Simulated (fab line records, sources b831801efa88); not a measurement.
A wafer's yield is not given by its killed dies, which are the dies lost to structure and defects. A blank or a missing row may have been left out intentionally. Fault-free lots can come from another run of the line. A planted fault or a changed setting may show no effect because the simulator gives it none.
Chamber matching :: flow sfq line :: SFQ_TRILAYER_A5B_CMP_CMP_130 on cmp-02: 4 sister chambers
The step polishes, stops on Nb, target thk 340.7 nm. 4 wafers are shown with their chamber, then 10 later ones without.

== WAFERS WITH THEIR CHAMBER ==
wafer: L807.2
chamber: 2
motor current A (A): 8.7

wafer: L808.5
chamber: 0
motor current A (A): 8.8

wafer: L813.2
chamber: 1
motor current A (A): 10.2

wafer: L813.3
chamber: 3
motor current A (A): 8.5

== WAFERS WHOSE CHAMBER IS MISSING ==
wafer: L813.5
motor current A (A): 9.9

wafer: L820.2
motor current A (A): 8.7

wafer: L820.3
motor current A (A): 8.9

wafer: L820.4
motor current A (A): 9.9

wafer: L822.2
motor current A (A): 9.7

wafer: L822.4
motor current A (A): 9.0

wafer: L822.5
motor current A (A): 9.4

wafer: L824.3
motor current A (A): 9.7

wafer: L824.1
motor current A (A): 8.8

wafer: L824.5
motor current A (A): 8.5

== CHAMBER TAKEN BY EACH ==
wafer: L813.5
from the rows above: 1
in truth: 1

wafer: L820.2
from the rows above: can't be placed: 2 or 0 or 3
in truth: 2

wafer: L820.3
from the rows above: can't be placed: 0 or 2 or 3
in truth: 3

wafer: L820.4
from the rows above: 1
in truth: 1

wafer: L822.2
from the rows above: can't be placed: 1 or 0 or 2
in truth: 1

wafer: L822.4
from the rows above: can't be placed: 0 or 2 or 3
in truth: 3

wafer: L822.5
from the rows above: can't be placed: 0 or 2 or 1 or 3
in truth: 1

wafer: L824.3
from the rows above: can't be placed: 1 or 0 or 2
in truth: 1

wafer: L824.1
from the rows above: can't be placed: 0 or 2 or 3
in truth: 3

wafer: L824.5
from the rows above: can't be placed: 3 or 2 or 0
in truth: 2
2 of 10 placed correctly. Unplaceable from these rows: 8, with the true chamber sitting among the candidates in 8. Placed wrongly: 0.
How it was worked out, from the rows above alone: a wafer's distance from a chamber is the root of the sum, over the readings, of the square of ((its reading less the chamber's mean) divided by the reading's scatter). If the next closest chamber is less than 2 further off than the closest, the wafer can't be placed; otherwise it belongs to the closest. Each chamber's mean is taken over the wafers shown for it. The scatter: root of mean squared gap, hidden wafer to nearest shown wafer, with one shown wafer a chamber.
